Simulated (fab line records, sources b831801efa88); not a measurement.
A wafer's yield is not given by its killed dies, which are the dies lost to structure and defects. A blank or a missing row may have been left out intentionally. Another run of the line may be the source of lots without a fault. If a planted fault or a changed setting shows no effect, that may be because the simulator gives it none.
A struck lot beside a sound one -- flow sky130 -- 16 out of 708 route steps
Sound: wafers L874.2, L874.4, L874.5. Struck: wafer L881.4. (L881.1, L881.6 of the same lot were not struck and are left out.) The cause comes at the end.
At each step with rows: each side's tool, then ch and its chambers, then its first start. Under that, the readings that differ: sound wafers -- struck wafers -- difference of the means -- sigmas: that difference in standard deviations of wafers without a fault.
alike: same words and numbers on both sides, and readings whose means sit less than 2 such deviations apart. not compared: any withheld reading, any reading some wafer has no value for, any bound like >300 that may hide the same value, and any number with overlapping values for which the record gives no deviation.
Wherever a step has rows on one side only, a row that says differs or no value, or a row with sigmas, the two part there. When numbers do not overlap yet have no deviation, they are printed without sigmas and do not part them. A reading that every wafer of one side lacks parts them only if that side has two wafers or more.

first, 2 steps without rows for these wafers: SKY_METAL3_PEB_11; SKY_METAL3_DEVELOP_12 (develop time 60 s).
SKY_METAL3_CD_MEAS_13: the cd target is 300 nm.
  sound on cd_sem-02 at day 38 16:56; struck on cd_sem-02 at day 40 16:54
  alike: cd_nm
SKY_METAL3_OVL_MEAS_14:
  sound on overlay-01 at day 38 17:02; struck on overlay-02 at day 40 17:01
  alike: METAL3_OVL
SKY_METAL3_DESCUM_15: chemistry O2, time 8 s.
  sound on rie_metal-03 ch 0,1, day 38 17:04; struck on rie_metal-04 ch 1, day 40 17:04
  alike: drypump_motor_current_A, oes_product_au
  not compared: rf_hours_counter_h
then, 1 step without rows for these wafers: SKY_METAL3_ETCH_16 (etches BARC in N2/H2, stops on SiO2, time 88.2 s, target depth 60 nm).
SKY_METAL3_ETCH_17: etches SiO2 in C4F8/O2/Ar, stops on TiN, time 3.9 s, target depth 15 nm.
  sound on rie_diel-04 ch 0,1,2, day 38 17:11; struck on rie_diel-01 ch 2, day 40 17:11
  alike: oes_product_au
  not compared: rf_hours_counter_h
SKY_METAL3_METAL_ETCH_18: etches the open film in Cl2/BCl3, stops on SiO2, target depth 845 nm, time 183.1 s.
  sound on rie_metal-03 ch 0,1, day 38 17:13; struck on rie_metal-01 ch 0, day 40 17:13
reading,sound,struck,difference,sigmas
oes_product_au (a.u.),0.873 0.879 0.875,0.857,-0.019,-3
  alike: drypump_motor_current_A, throttle_valve_pct
  not compared: rf_hours_counter_h
SKY_METAL3_STRIP_19: strips in O2/N2.
  sound on plasma_asher-04 ch 0,1, day 38 17:23; struck on plasma_asher-04 ch 0, day 40 17:23
  alike: drypump_motor_current_A, oes_product_au, strip_time_to_endpoint_s
  not compared: rf_hours_counter_h
then, 3 steps without rows for these wafers: SKY_METAL3_STRIP_20 (strips in post etch residue remover, time 1200 s); SKY_METAL3_CLEAN_21 (cleans in IPA, time 180 s); SKY_METAL3_CLEAN_22 (cleans in O3/DIW).
SKY_VIA3_HDPCVD_00: deposits SiO2, target thk 1635 nm, time 272.5 s.
  sound on hdpcvd-02 ch 1,2, day 38 17:59; struck on hdpcvd-01 ch 1, day 40 18:01
reading,sound,struck,difference,sigmas
run_length_s (s),300.2 300.0 300.1,319.2,+19.1,+43
model.SiO2_of_VIA3_HDPCVD_00.thk_nm (nm),1622 1611 1603,1768,+156,
SKY_VIA3_THK_MEAS_01:
  sound on film_metro-01 at day 38 18:10; struck on film_metro-02 at day 40 18:11
reading,sound,struck,difference,sigmas
VIA3_HDPCVD_THK (nm),1622 1611 1603,1768,+156,+8
SKY_VIA3_CMP_02: polishes SiO2.
  sound on cmp-02 ch 0,1,3, day 38 18:19; struck on cmp-01 ch 2, day 40 18:14
  alike: motor_current_A, platen_rpm
-- the record jumps here: 7 days lie between the struck wafers' starts before and after (it left off in module VIA3 and takes up again in module PAD_OPEN, whose first step shown is number 708 of the route) --
SKY_PAD_OPEN_PROBE_99:
  sound on prober-01 at day 45 23:10; struck on prober-01 at day 47 13:27
reading,sound,struck,difference,sigmas
sort_bin_6_memory (%),4.9 5.9 4.9,7.7,+2.5,+2
  alike: defect_limited_yield, killed_at_M0_to_M3, killed_at_M4_up, killed_at_contacts, killed_at_front_end, killed_at_other, killed_dies, killed_open, killed_short, sort_bin_3_pad_short, sort_bin_5_function, sort_n_pass, sort_yield_pct

## WHERE THEY PART
Earliest at SKY_METAL3_METAL_ETCH_18; latest, in this record, at SKY_PAD_OPEN_PROBE_99.

WHY: whatever the simulator had introduced
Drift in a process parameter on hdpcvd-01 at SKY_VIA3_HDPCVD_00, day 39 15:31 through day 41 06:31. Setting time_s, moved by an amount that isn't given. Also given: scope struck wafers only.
